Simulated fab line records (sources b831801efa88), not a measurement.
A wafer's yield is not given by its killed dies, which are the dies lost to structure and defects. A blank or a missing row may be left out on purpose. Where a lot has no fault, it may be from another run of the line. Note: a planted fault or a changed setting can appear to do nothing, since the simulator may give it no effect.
A lot that was struck, set against a sound lot    flow sky130    16 out of 708 route steps
Sound: these wafers, L857.2, L857.4, L857.6. Wafers struck: L848.4, L848.5, L848.6. The cause comes at the end.
Each step with rows lists, per side, the tool, then ch with its chambers, then its first start. Under that, the readings that differ: sound wafers    struck wafers    difference of the means    sigmas: that difference in standard deviations of wafers without a fault.
alike: readings whose means differ by less than 2 such deviations, and words and numbers that are the same on both sides. not compared: withheld readings, readings that some wafer has no value for, bounds like >300 that may hide the same value, and numbers for which the record gives no deviation and whose values overlap.
The two part at a step that has a row with sigmas, a row that says differs or no value, or rows on one side only. Numbers that don't overlap but have no deviation are shown without sigmas and don't part them. A reading that every wafer of one side lacks parts them only if that side has two wafers or more.

first, 3 steps without rows for these wafers: SKY_VIA1_STRIP_17 (strips in post etch residue remover, time 1200 s); SKY_VIA1_CLEAN_18 (cleans in IPA, time 180 s); SKY_VIA1_CLEAN_19 (cleans in O3/DIW).
SKY_VIA1_SPUTTER_20: material TiN, target thk 20 nm, time 80 s.
  struck on pvdSputter-03, day 38 09:56; sound on pvdSputter-03, day 40 01:39
  alike: cathodeDcPowerW, chamberPressurePa, throttleValvePct
then, 1 step without rows for these wafers: SKY_VIA1_CVD_21 (deposits W, target thk 270 nm, time 80.902 s).
SKY_VIA1_RS_MEAS_22: uses a four-point probe to measure.
  struck on filmMetro-03, day 38 10:09; sound on filmMetro-01, day 40 01:49
reading             sound              struck             difference  sigmas
VIA1_W_RS (ohm/sq)  0.431 0.440 0.436  0.419 0.426 0.422  -0.013      -3
SKY_VIA1_THK_MEAS_23: measures by xrf.
  struck on filmMetro-03, day 38 10:14; sound on filmMetro-01, day 40 01:56
  alike: VIA1_W_THK
SKY_VIA1_CMP_24: polishes, stops on SiO2, t overpolish 15 s, target thk 0 nm.
  sound on cmp-01 ch 0,2,3, day 40 01:59; struck on cmp-02 ch 1,2,3, day 38 10:25
  alike: headPressurePsi, motorCurrentA, overpolishRunS, timeToEndpointS
SKY_METAL2_SPUTTER_00: material Ti, target thk 15 nm, time 10 s.
  struck on pvdSputter-03, day 38 10:34; sound on pvdSputter-02, day 40 02:17
  alike: cathodeDcPowerW, chamberPressurePa, throttleValvePct
SKY_METAL2_SPUTTER_01: material TiN, target thk 20 nm, time 16.7 s.
  struck on pvdSputter-03, day 38 10:35; sound on pvdSputter-02, day 40 02:18
  alike: cathodeDcPowerW, chamberPressurePa, throttleValvePct
SKY_METAL2_SPUTTER_02: material AlCu, target thk 250 nm, time 13.67 s.
  struck on pvdSputter-03, day 38 10:37; sound on pvdSputter-02, day 40 02:20
  alike: cathodeDcPowerW, chamberPressurePa, throttleValvePct
then, 1 step without rows for these wafers: SKY_METAL2_SPUTTER_03 (material Ti, target thk 5 nm, time 3.3 s).
SKY_METAL2_SPUTTER_04: material TiN, target thk 70 nm, time 58.3 s.
  struck on pvdSputter-03, day 38 10:40; sound on pvdSputter-02, day 40 02:22
  no value came back on the struck wafers for cathodeDcPowerW (W), chamberPressurePa (Pa), throttleValvePct (%); on the sound wafers cathodeDcPowerW (W) reads 6502.3 6499.5 6499.6
SKY_METAL2_RS_MEAS_05: uses a four-point probe to measure.
  struck on filmMetro-02, day 38 11:03; sound on filmMetro-03, day 40 02:26
  alike: METAL2_ALCU_RS
  not compared: hold
SKY_METAL2_THK_MEAS_06: measures by xrf.
  struck on filmMetro-02, day 38 13:24; sound on filmMetro-03, day 40 02:33
reading               sound        struck       difference  sigmas
METAL2_ALCU_THK (nm)  246 250 255  292 295 287  +41         +13
  not compared: hold
-- the record jumps here: 11 days lie between the struck wafers' starts before and after (it left off in module METAL2 and takes up again in module PAD_OPEN, whose first step shown is number 708 of the route) --
SKY_PAD_OPEN_PROBE_99:
  struck on prober-02, day 49 10:29; sound on prober-02, day 50 08:25
reading                      sound             struck                                                                   difference                    sigmas
hold                         - - -             awaitDispo/1.9h/release awaitDispo/1.9h/release awaitDispo/1.9h/release  no value on the sound wafers  
killedAtFrontEnd             21 25 17          12 13 11                                                                 -9                            -2
model.etest.via2Chain.rcOhm  10.4 10.07 10.11  16.05 14.93 16.55                                                        +5.65                         
  alike: defectLimitedYield, killed_at_M0_to_M3, killed_at_M4_up, killedAtContacts, killedAtOther, killedDies, killedOpen, killedShort, sort_bin_3_pad_short, sort_bin_5_function, sort_bin_6_memory, sort_bin_8_speed, sortNPass, sortYieldPct

## WHERE THEY PART
At SKY_VIA1_RS_MEAS_22 first; at SKY_PAD_OPEN_PROBE_99 last (within this record only).

WHY: what had been put in by the simulator
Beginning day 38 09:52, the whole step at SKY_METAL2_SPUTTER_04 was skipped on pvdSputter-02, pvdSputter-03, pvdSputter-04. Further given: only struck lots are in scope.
